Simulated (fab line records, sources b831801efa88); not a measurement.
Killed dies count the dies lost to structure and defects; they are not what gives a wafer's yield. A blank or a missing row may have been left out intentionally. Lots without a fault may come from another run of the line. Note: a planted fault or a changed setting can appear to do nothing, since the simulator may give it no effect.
Which of the tools did it? || flow sky130 || 6 lots with 18 wafers sampled at 2 steps, on a route of 708 steps

== WHAT EACH GAUGE READ, for each wafer ==
SKY_CONTACT_OVL_MEAS_15.
{"lot": "L737", "measured": "day 32 01:38", "on": "overlay-01", "CONTACT_OVL (nm)": "0 -4 1"}
{"lot": "L739", "measured": "day 32 21:59", "on": "overlay-02", "CONTACT_OVL (nm)": "7 5 5"}
{"lot": "L745", "measured": "day 34 11:28", "on": "overlay-02", "CONTACT_OVL (nm)": "6 4 5"}
{"lot": "L747", "measured": "day 35 14:03", "on": "overlay-01", "CONTACT_OVL (nm)": "5 7 5"}
{"lot": "L754", "measured": "day 37 04:43", "on": "overlay-01", "CONTACT_OVL (nm)": "0 -2 -3"}
{"lot": "L758", "measured": "day 37 23:34", "on": "overlay-01", "CONTACT_OVL (nm)": "-7 -13 0"}

== WHAT TOOL EACH LOT RAN ON (gives the tool, then ch and the chambers of the sampled wafers, and finally the start) ==
{"lot": "L737", "SKY_LOCAL_INTERCONNECT_STRIP_15": "plasma-asher-04 ch 0,1, day 30 21:16"}
{"lot": "L739", "SKY_LOCAL_INTERCONNECT_STRIP_15": "plasma-asher-03 ch 0,1, day 31 17:50"}
{"lot": "L745", "SKY_LOCAL_INTERCONNECT_STRIP_15": "plasma-asher-04 ch 0,1, day 33 08:04"}
{"lot": "L747", "SKY_LOCAL_INTERCONNECT_STRIP_15": "plasma-asher-03 ch 1, day 34 10:32"}
{"lot": "L754", "SKY_LOCAL_INTERCONNECT_STRIP_15": "plasma-asher-02 ch 0,1, day 36 01:39"}
{"lot": "L758", "SKY_LOCAL_INTERCONNECT_STRIP_15": "plasma-asher-03 ch 0,1, day 36 20:18"}
- SKY_LOCAL_INTERCONNECT_STRIP_15: strips in O2/N2.

== THE ANSWER, worked out from the rows above alone ==
Rule: usual is defined by the lots themselves. Put in order of their means at a reading, lots are off if they are a third of the lots or fewer, leave a main group of 4 or more, and stand apart from it by a gap of 3 or more times the standard deviation of the main group's means; of several such gaps the widest counts. The tables above print the reading to a certain number of digits; a main group whose means all agree to those digits is not used. Also off: a lot with no number at a reading for which 4 or more lots have one. All remaining lots with rows at the step are treated as sound.
None of the lots is off at any reading shown; this tells nothing.

== WHAT WAS PUT IN BY THE SIMULATOR ==
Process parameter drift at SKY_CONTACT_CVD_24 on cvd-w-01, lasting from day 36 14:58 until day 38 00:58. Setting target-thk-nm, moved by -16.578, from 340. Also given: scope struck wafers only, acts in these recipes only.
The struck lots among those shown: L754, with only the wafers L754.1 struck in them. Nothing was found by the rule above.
